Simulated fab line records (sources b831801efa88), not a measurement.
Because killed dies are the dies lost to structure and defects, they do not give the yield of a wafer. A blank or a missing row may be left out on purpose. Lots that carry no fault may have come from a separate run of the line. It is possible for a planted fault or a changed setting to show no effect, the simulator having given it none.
Problem report in the 8D (eight disciplines) form, filled by code || flow sfqLine || the parts of the form that need people (team, actions taken, sign-off) are left out

1. THE ISSUE
Wafers without a fault read 0.13327 Pa, standard deviation 0.00026; chamberPressurePa at SFQ_TRILAYER_JJ_TRILAYER_DEP_SPUTTER_112 reads a mean of 0.13885 Pa on 5 wafers belonging to 2 lots. Measured from the usual mean, that is +21 standard deviations.
The step: material Nb, target thk 170 nm, time 113.3 s.
Seen first at day 50 15:40 on pvdSputter-05, wafer L773.2. At this step, 41 wafers from 14 lots have a number in the record. The rule behind "out" and "out of limits": a value lying over 4 standard deviations away from the usual mean. All remaining wafers that have a number are taken as sound.

2. WHAT IT IS, WHAT IT ISN'T
{"question": "which readings at this step", "is": "chamberPressurePa", "is not": "throttleValvePct"}
{"question": "which lots", "is": "L773, L776", "is not": "L760, L764, L765, L766, L767, L768, L770, L772, L777, L778, L782, L783"}
{"question": "which wafers of those lots", "is": "all that have a number", "is not": "-"}
{"question": "read on which tools", "is": "pvdSputter-05", "is not": "pvdSputter-03, pvdSputter-04"}
{"question": "when", "is": "from day 50 15:40", "is not": "up to then (24 sound wafers); but 12 sound wafers of L777, L778, L782, L783 came after"}

3. THE SUSPECTS, EACH WITH WHAT RULES IT OUT
Counting: a tool at any process step up to the reading remains a suspect when it ran all the lots that are out and ran no sound lot after the first of those.
- pvdSputter-05 at SFQ_TRILAYER_JJ_TRILAYER_DEP_SPUTTER_112 (material Nb, target thk 170 nm, time 113.3 s): ruled out as a lasting fault. After its first lot that is out, L773 (day 50 15:40), sound lots L782 ran on it.
Left after counting: nothing in the record.

4. THE CAUSE (what the simulator had put in)
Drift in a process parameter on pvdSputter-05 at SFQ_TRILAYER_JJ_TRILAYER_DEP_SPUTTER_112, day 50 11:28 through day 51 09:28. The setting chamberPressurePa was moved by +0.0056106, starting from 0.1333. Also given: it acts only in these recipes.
Counting ruled it out, wrongly.

5. THE EFFECT CHAIN, in route order
Each row: a reading where the mean over the struck wafers with a number is more than 3 standard deviations away from the usual. Scope: only readings with a usual standard deviation given in the record; hours: median across lots of the time from each lot's start at the first step in this table that gives one to its start at this step; sigmas: change in usual standard deviations.
{"hours": 0, "step": "SFQ_TRILAYER_JJ_TRILAYER_DEP_SPUTTER_112", "reading": "chamberPressurePa", "usual": "0.13327 Pa", "on struck wafers": 0.13885, "change": "+0.00558", "sigmas": "+21"}
It contains these process steps:
- SFQ_TRILAYER_JJ_TRILAYER_DEP_SPUTTER_112: material Nb, target thk 170 nm, time 113.3 s.

6. HOW IT WOULD HAVE BEEN CAUGHT EARLIER
The fault began at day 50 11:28; the first out-of-limits reading in this record came at day 50 15:40, 4 hours later.
